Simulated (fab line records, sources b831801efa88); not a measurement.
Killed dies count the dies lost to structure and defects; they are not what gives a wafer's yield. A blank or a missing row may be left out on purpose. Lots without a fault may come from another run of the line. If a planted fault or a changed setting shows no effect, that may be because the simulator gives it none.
Which tool is to blame? + flow gf180mcu + 39 wafers from 13 lots sampled at 6 of the route's 602 steps

WHAT THE GAUGES SHOWED, per wafer
GF_STI_BOW_MEAS_00. Usual: INCOMING_BOW 0 um, standard deviation 7.4.
| lot  | measured    | on            | INCOMING_BOW (um) | flag |
|------|-------------|---------------|-------------------|------|
| L757 | day 1 10:01 | film-metro-02 | -1 -1 12          |      |
| L758 | day 1 15:02 | film-metro-03 | 0 3 -2            |      |
| L759 | day 1 20:00 | film-metro-02 | 5 -3 -14          |      |
| L761 | day 2 06:00 | film-metro-03 | 8 6 -2            |      |
| L762 | day 2 11:01 | film-metro-03 | 5 -13 -3          |      |
| L763 | day 2 16:00 | film-metro-01 | -5 14 -8          |      |
| L764 | day 2 21:00 | film-metro-01 | -5 2 9            |      |
| L773 | day 4 18:00 | film-metro-03 | -1 4 1            |      |
| L776 | day 5 09:00 | film-metro-01 | -10 0 -8          |      |
| L777 | day 5 14:00 | film-metro-02 | -1 9 -5           |      |
| L778 | day 5 19:02 | film-metro-03 | -1 12 5           |      |
| L779 | day 6 00:01 | film-metro-03 | 10 7 0            |      |
| L780 | day 6 05:00 | film-metro-01 | 15 -1 -4          |      |

GF_VT_IMPLANT_OVL_MEAS_18. Usual: VT_IMPLANT_01_OVL -0.5 nm, standard deviation 1.7.
| lot  | measured     | on         | VT_IMPLANT_01_OVL (nm) | flag |
|------|--------------|------------|------------------------|------|
| L757 | day 6 05:59  | overlay-01 | -0.4 0.5 -1.6          |      |
| L758 | day 6 12:19  | overlay-02 | -3.3 -2.6 -4.8         |      |
| L759 | day 6 15:14  | overlay-02 | -5.2 -3.0 -2.7         |      |
| L761 | day 7 06:38  | overlay-01 | 0.9 -0.6 -0.3          |      |
| L762 | day 7 13:24  | overlay-02 | 0.1 0.1 -0.7           |      |
| L763 | day 7 17:26  | overlay-01 | 0.6 0.5 1.3            |      |
| L764 | day 8 01:08  | overlay-01 | 0.9 -0.7 -1.1          |      |
| L773 | day 10 12:05 | overlay-02 | - - -                  | OFF  |
| L776 | day 11 08:23 | overlay-02 | 1.6 2.3 2.5            |      |
| L777 | day 11 12:14 | overlay-01 | 2.4 1.0 0.1            |      |
| L778 | day 11 18:09 | overlay-01 | -2.5 -1.8 -2.5         |      |
| L779 | day 12 01:03 | overlay-01 | 0.4 -0.7 0.5           |      |
| L780 | day 12 09:38 | overlay-02 | -2.8 -1.9 -3.8         |      |

GF_VT_IMPLANT_TW_MEAS_21. Usual: VT_IMPLANT_2_TW 1207, standard deviation 11.
| lot  | measured     | on            | VT_IMPLANT_2_TW   | flag |
|------|--------------|---------------|-------------------|------|
| L757 | day 6 06:17  | film-metro-04 | 1222 1217 1222    |      |
| L758 | day 6 12:36  | film-metro-01 | 1193 1202 1194    |      |
| L759 | day 6 15:32  | film-metro-04 | 1219 1217 1219    |      |
| L761 | day 7 06:55  | film-metro-03 | 1197 1200 1194    |      |
| L762 | day 7 13:41  | film-metro-03 | 1200 1201 1206    |      |
| L763 | day 7 17:43  | film-metro-03 | 1198 1202 1204    |      |
| L764 | day 8 01:28  | film-metro-01 | 1201 1206 1207    |      |
| L773 | day 10 12:22 | film-metro-03 | 30 30 30 30 30 30 | OFF  |
| L776 | day 11 08:41 | film-metro-01 | 1208 1205 1209    |      |
| L777 | day 11 12:32 | film-metro-04 | 1220 1221 1223    |      |
| L778 | day 11 18:26 | film-metro-03 | 1197 1195 1202    |      |
| L779 | day 12 01:20 | film-metro-03 | 1198 1200 1204    |      |
| L780 | day 12 09:56 | film-metro-01 | 1198 1199 1195    |      |

GF_VT_IMPLANT_OVL_MEAS_29. Usual: VT_IMPLANT_02_OVL 1.2 nm, standard deviation 1.8.
| lot  | measured     | on         | VT_IMPLANT_02_OVL (nm) | flag |
|------|--------------|------------|------------------------|------|
| L757 | day 6 21:24  | overlay-02 | -2.7 0.0 -0.2          |      |
| L758 | day 7 03:22  | overlay-02 | 2.4 3.8 1.6            |      |
| L759 | day 7 06:38  | overlay-02 | -2.3 1.0 -1.5          |      |
| L761 | day 7 22:29  | overlay-02 | 1.7 2.0 2.1            |      |
| L762 | day 8 05:18  | overlay-01 | -1.9 -1.1 -1.8         |      |
| L763 | day 8 09:56  | overlay-01 | 1.9 2.9 2.2            |      |
| L764 | day 8 17:32  | overlay-02 | 2.9 4.4 5.3            |      |
| L776 | day 12 03:29 | overlay-01 | 1.7 1.4 1.7            |      |
| L777 | day 12 07:26 | overlay-01 | 1.6 0.9 1.0            |      |
| L778 | day 12 13:51 | overlay-02 | 2.6 3.8 2.7            |      |
| L779 | day 12 21:05 | overlay-02 | 1.1 0.5 1.9            |      |
| L780 | day 13 06:20 | overlay-01 | 1.0 1.4 2.4            |      |

GF_HV_LDD_CD_MEAS_07 targets a cd of 400 nm. Usual: cd-nm at 399.8 nm, with a standard deviation of 2.1.
| lot  | measured     | on        | cd-nm (nm)        | flag |
|------|--------------|-----------|-------------------|------|
| L757 | day 10 00:31 | cd-sem-01 | 399.9 398.3 400.6 |      |
| L758 | day 10 06:56 | cd-sem-02 | 401.4 396.4 400.7 |      |
| L759 | day 10 11:47 | cd-sem-02 | 398.0 399.0 396.8 |      |
| L761 | day 11 02:32 | cd-sem-01 | 401.9 400.8 400.9 |      |
| L762 | day 11 13:33 | cd-sem-01 | 401.7 401.5 397.9 |      |
| L763 | day 11 19:20 | cd-sem-02 | 394.9 397.7 393.9 |      |
| L764 | day 12 01:17 | cd-sem-01 | 395.6 399.4 397.7 |      |
| L776 | day 15 20:26 | cd-sem-01 | 400.7 398.7 399.6 |      |
| L777 | day 16 00:38 | cd-sem-02 | 401.1 399.8 402.3 |      |
| L778 | day 16 09:43 | cd-sem-02 | 400.2 399.4 400.6 |      |
| L779 | day 16 16:32 | cd-sem-02 | 401.8 401.5 403.7 |      |
| L780 | day 17 03:17 | cd-sem-02 | 397.4 397.3 395.0 |      |

TOOL THAT RAN EACH LOT (tool first, then ch and the chambers of the sampled wafers, then the start)
| lot  | GF_VT_IMPLANT_EXPOSE_15             |
|------|-------------------------------------|
| L757 | iline-stepper-02 ch 0, day 5 22:37  |
| L758 | iline-stepper-02 ch 0, day 6 05:05  |
| L759 | iline-stepper-01 ch 0, day 6 08:16  |
| L761 | iline-stepper-01 ch 0, day 6 23:17  |
| L762 | iline-stepper-01 ch 0, day 7 05:43  |
| L763 | iline-stepper-02 ch 0, day 7 09:46  |
| L764 | iline-stepper-02 ch 0, day 7 17:23  |
| L773 | iline-stepper-02 ch 0, day 10 03:21 |
| L776 | iline-stepper-01 ch 0, day 10 23:38 |
| L777 | iline-stepper-01 ch 0, day 11 02:56 |
| L778 | iline-stepper-02 ch 0, day 11 08:51 |
| L779 | iline-stepper-02 ch 0, day 11 16:16 |
| L780 | iline-stepper-01 ch 0, day 12 00:28 |
- GF_VT_IMPLANT_EXPOSE_15: exposes mask Nwell LV AREA, target cd 860 nm.

AS READ BY THE TOOLS THEMSELVES (means over the sampled wafers that have a number; for cases with no such wafer, the mark the record gives instead)
The record holds no such reading with a usual standard deviation.

THE ANSWER, worked out from the rows above alone
Rule: take the mean of a lot's wafers that have a number; if it is more than 3 standard deviations from the usual mean, the lot is off. Also off: a lot with no number at a reading for which 4 or more lots have one. Where the step has rows for the other lots, those lots are counted as sound. The gauges are gone through in route order, then the tools' own readings, and for those a lot's mean is taken as printed above. At the first step where some lot is off, the reading lying furthest off is the one used; lots without a number count as furthest.
Off: at GF_VT_IMPLANT_OVL_MEAS_18 (VT_IMPLANT_01_OVL), L773. Without a number there: L773.
A tool fits if, at a process step before that reading, it ran every lot that is off, and no sound lot after the first of them. Not tried: the gauges at GF_VT_IMPLANT_OVL_MEAS_18; whatever is off there is also off at GF_VT_IMPLANT_TW_MEAS_21, on other tools, and gauge error can't account for it. No candidate that was tried fits.

WHAT WAS PUT IN BY THE SIMULATOR
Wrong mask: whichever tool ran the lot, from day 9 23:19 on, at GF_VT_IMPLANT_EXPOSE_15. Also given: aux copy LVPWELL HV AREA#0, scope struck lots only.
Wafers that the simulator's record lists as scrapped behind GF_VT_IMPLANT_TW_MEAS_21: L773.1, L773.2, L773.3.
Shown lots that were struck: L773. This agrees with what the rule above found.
